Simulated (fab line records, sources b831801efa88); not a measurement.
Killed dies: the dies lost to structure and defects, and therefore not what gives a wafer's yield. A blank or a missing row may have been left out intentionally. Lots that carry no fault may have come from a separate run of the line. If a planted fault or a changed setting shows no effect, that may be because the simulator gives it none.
A struck lot beside a sound one || flow sfq line || 14 out of 325 route steps
Sound: wafers L362.1, L362.5, L362.6. The struck wafers were L359.1, L359.2, L359.5. The cause is named last.
Order at every step that has rows: each side's tool, ch and its chambers, its first start. Under that, the readings that differ: sound wafers || struck wafers || difference of the means || sigmas: that difference in standard deviations of wafers without a fault.
alike: words and numbers the same on both sides, and readings whose means are apart by under 2 such deviations; not compared: readings that were withheld, readings missing a value for some wafer, numbers with overlapping values and no deviation given by the record, and bounds like >300 which may hide the same value.
A row with sigmas, a row that says differs or no value, or rows on one side alone: a step with any of these is where the two part. Non-overlapping numbers with no deviation appear without sigmas and do not part them. A reading that every wafer of one side lacks parts them only if that side has two wafers or more.

SFQ_M7_OVL_MEAS_945:
  sound on overlay-02 at day 87 17:03; struck on overlay-01 at day 87 02:39
  alike: M7_OVL
then, 1 step without rows for these wafers: SFQ_TRILAYER_M7_BARC_OPEN_METAL_ETCH_229 (etches BARC in O2, target depth 125 nm, time 41.7 s).
SFQ_TRILAYER_M7_ETCH_METAL_ETCH_180: etches Nb in Cl2/Ar, stops on SiO2, target depth 240 nm, time 120 s.
  sound on rie metal-02 ch 0,1, day 87 17:09; struck on rie metal-02 ch 0,1, day 87 02:45
  alike: drypump motor current A, oes product au
  not compared: rf hours counter h
SFQ_TRILAYER_M7_STRIP_STRIP_181: strips in O2.
  sound on rie metal-02 ch 0,1, day 87 17:16; struck on rie metal-02 ch 0,1, day 87 02:52
  alike: drypump motor current A, oes product au
  not compared: rf hours counter h
then, 1 step without rows for these wafers: SFQ_TRILAYER_M7_STRIP_SOLV_CLEAN_182 (cleans in NMP, time 600 s).
SFQ_TRILAYER_I7_DEP_PECVD_183: deposits SiO2 from SiH4/N2O, time 111.11 s, target thk 500 nm.
  sound on pecvd-01 ch 1,2, day 87 18:03; struck on pecvd-03 ch 0,1, day 87 03:39
  alike: heater power w, showerhead vpp V, throttle valve pct
SFQ_TRILAYER_I7_CMP_CMP_184: polishes SiO2.
  sound on cmp-01 ch 0,2,3, day 87 19:08; struck on cmp-01 ch 0,1,2, day 87 04:14
  alike: motor current A, retaining ring pressure frac, time to endpoint s
SFQ_I7_BOW_MEAS_946:
  sound on film metro-01 at day 87 21:08; struck on film metro-01 at day 87 06:44
{"reading": "I7_BOW (um)", "sound": "25 12 24", "struck": "6 -1 -5", "difference": -20, "sigmas": -2}
SFQ_TRILAYER_I7_METRO_MEASURE_185:
  sound on film metro-01 at day 87 21:15; struck on film metro-01 at day 87 06:51
  alike: thk nm
then, 3 steps without rows for these wafers: SFQ_TRILAYER_I7_VIA_LITHO_COAT_192 (resist thk 62 nm); SFQ_TRILAYER_I7_VIA_LITHO_COAT_187 (resist thk 650 nm); SFQ_TRILAYER_I7_VIA_LITHO_SOFTBAKE_191.
SFQ_TRILAYER_I7_VIA_LITHO_EXPOSE_188: exposes mask I7, target cd 1000 nm.
  sound on krf scanner-01 ch 0, day 87 23:12; struck on krf scanner-01, day 87 08:48
  no value came back on the struck wafers for exposure dose mJ cm2, focus offset nm (nm), sigma outer; on the sound wafers exposure dose mJ cm2 reads 21.287 21.279 21.311
  alike: mask
then, 1 step without rows for these wafers: SFQ_TRILAYER_I7_VIA_LITHO_PEB_190 (peb time 60 s).

== WHERE THEY PART ==
First at SFQ_I7_BOW_MEAS_946; last, within this record, at SFQ_TRILAYER_I7_VIA_LITHO_EXPOSE_188.

WHY: the cause the simulator had injected
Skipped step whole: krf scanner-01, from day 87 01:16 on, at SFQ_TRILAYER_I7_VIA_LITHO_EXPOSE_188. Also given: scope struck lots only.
